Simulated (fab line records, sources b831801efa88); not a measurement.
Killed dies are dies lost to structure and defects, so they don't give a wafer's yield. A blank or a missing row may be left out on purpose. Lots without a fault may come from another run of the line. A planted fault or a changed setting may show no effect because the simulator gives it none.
Tool commonality check | flow gf180mcu | 13 lots, 39 wafers sampled

WHY IT WAS OPENED
At GF_STI_THK_MEAS_04 the reading STI_CVD_03_THK is flagged on 2 of 13 lots. Wafers without a fault read 206.9 nm, standard deviation 2.1.
Rule: a lot is flagged when every wafer of it that has a number lies more than 4 standard deviations from that mean, or none has a number. The other lots count as sound.

lot  | measured    | on            | STI_CVD_03_THK (nm), wafer by wafer | flag
L772 | day 1 13:34 | film_metro-02 | 205.8 205.4 204.8                   |
L773 | day 1 18:44 | film_metro-04 | 206.4 204.8 203.9                   |
L774 | day 1 23:34 | film_metro-04 | 203.9 204.7 205.6                   |
L776 | day 2 11:08 | film_metro-03 | 204.6 204.8 204.4                   |
L777 | day 2 15:29 | film_metro-02 | 204.4 204.0 203.9                   |
L779 | day 3 03:23 | film_metro-04 | 207.1 205.7 206.8                   |
L780 | day 3 06:54 | film_metro-02 | 211.6 211.4 212.5                   |
L781 | day 3 10:34 | film_metro-02 | 208.0 209.3 207.5                   |
L784 | day 4 05:52 | film_metro-04 | 409.5 409.6 411.2                   | FLAGGED
L786 | day 4 13:30 | film_metro-04 | 209.3 207.7 209.2                   |
L785 | day 4 14:39 | film_metro-02 | 417.0 418.4 415.7                   | FLAGGED
L787 | day 4 17:08 | film_metro-02 | 207.0 207.6 207.1                   |
L792 | day 5 18:24 | film_metro-03 | 205.1 205.1 205.8                   |
The numbers of the flagged lots are 413.6 nm on average: +206.7 nm against the usual, or +98 standard deviations.

WHICH TOOL RAN EACH LOT
The record holds 1 process step before the reading, out of a route of 602 steps. In each cell: the tool, then ch and the chambers that the sampled wafers went through, then the start.
lot  | flag    | GF_STI_CVD_03
L772 |         | lpcvd-01 ch 1, day 1 11:34
L773 |         | lpcvd-02 ch 1, day 1 16:44
L774 |         | lpcvd-02 ch 0, day 1 21:34
L776 |         | lpcvd-02 ch 1, day 2 09:09
L777 |         | lpcvd-02 ch 0, day 2 13:30
L779 |         | lpcvd-02 ch 0, day 3 01:24
L780 |         | lpcvd-01 ch 1, day 3 03:55
L781 |         | lpcvd-01 ch 1, day 3 08:34
L784 | FLAGGED | lpcvd-02 ch 1, day 4 01:43
L786 |         | lpcvd-02 ch 1, day 4 11:31
L785 | FLAGGED | lpcvd-02 ch 1, day 4 09:00 and lpcvd-01 ch 1, day 4 12:40
L787 |         | lpcvd-01 ch 0, day 4 15:10
L792 |         | lpcvd-02 ch 0, day 5 16:25
What these steps do:
- GF_STI_CVD_03: deposits Si3N4 from DCS/NH3, target thk 207.16 nm, time 3551 s.
- GF_STI_THK_MEAS_04

FLAGGED OVER TOTAL, TOOL BY TOOL (the gauges that took the reading come last)
step               | tool          | lots run | flagged | share of the flagged lots | sound lots run after its first flagged lot
GF_STI_CVD_03      | lpcvd-01      | 5        | 1       | some                      | 1 (L787)
GF_STI_CVD_03      | lpcvd-02      | 9        | 2       | all                       | 2 (L786,L792)
GF_STI_THK_MEAS_04 | film_metro-02 | 6        | 1       | some                      | 1 (L787)
GF_STI_THK_MEAS_04 | film_metro-03 | 2        | 0       | none                      | -
GF_STI_THK_MEAS_04 | film_metro-04 | 5        | 1       | some                      | 1 (L786)

WHAT THE TABLE ALLOWS
1 row of the table ran every flagged lot: lpcvd-02 at GF_STI_CVD_03.
- lpcvd-02 at GF_STI_CVD_03: 2 of its 9 lots flagged. Sound lots ran on it after the first flagged one (L786, L792), which a lasting fault on the whole tool wouldn't allow.
No row of the table ran every flagged lot and no sound lot after the first.

WHAT THE SIMULATOR HAD PUT IN
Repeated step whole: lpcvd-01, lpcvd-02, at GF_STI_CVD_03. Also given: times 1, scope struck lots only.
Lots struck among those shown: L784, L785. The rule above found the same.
